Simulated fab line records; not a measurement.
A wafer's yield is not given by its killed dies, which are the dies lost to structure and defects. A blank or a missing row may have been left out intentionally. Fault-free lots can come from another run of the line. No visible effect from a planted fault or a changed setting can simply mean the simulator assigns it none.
Which tool was responsible?    flow sky130    7 lots, 21 wafers sampled, at 2 steps of a route of 708

WHAT THE GAUGES SHOWED, per wafer
SKY_NWELL_OVL_MEAS_10.
lot   measured     on          NWELL_00_OVL (nm)
L341  day 5 15:31  overlay-01  0.1 0.2 0.2
L343  day 6 00:59  overlay-01  -0.2 1.1 0.5
L345  day 6 14:22  overlay-02  -1.2 -1.6 -2.0
L348  day 7 05:44  overlay-01  0.4 1.2 0.1
L353  day 8 09:59  overlay-02  -0.7 - -
L357  day 9 09:34  overlay-02  0.2 -0.3 -0.6
L359  day 9 21:56  overlay-02  0.2 -1.5 -0.4

WHAT TOOL EACH LOT RAN ON (gives the tool, then ch and the chambers of the sampled wafers, and finally the start)
lot   SKY_NWELL_DEVELOP_09
L341  litho_track-02 ch 0, day 5 15:00
L343  litho_track-04 ch 0, day 6 00:00
L345  litho_track-02 ch 0, day 6 14:00
L348  litho_track-01 ch 0, day 7 05:00
L353  litho_track-01 ch 0, day 8 09:00
L357  litho_track-02 ch 0, day 9 09:00
L359  litho_track-04 ch 0, day 9 21:00
- SKY_NWELL_DEVELOP_09: develop time 60 s.

THE ANSWER, worked out from the rows above alone
Rule: the lots themselves supply what counts as usual. Put in order of their means at a reading, lots are off if they are a third of the lots or fewer, leave a main group of 4 or more, and stand apart from it by a gap of 3 or more times the standard deviation of the main group's means; of several such gaps the widest counts. A main group is skipped when, at the precision printed for the reading in the tables above, its means are all equal. A lot without any number at a reading at which 4 lots or more have one is off too. All remaining lots with rows at the step are treated as sound.
None of the lots is off at any reading shown; this tells nothing.

WHAT WAS PUT IN BY THE SIMULATOR
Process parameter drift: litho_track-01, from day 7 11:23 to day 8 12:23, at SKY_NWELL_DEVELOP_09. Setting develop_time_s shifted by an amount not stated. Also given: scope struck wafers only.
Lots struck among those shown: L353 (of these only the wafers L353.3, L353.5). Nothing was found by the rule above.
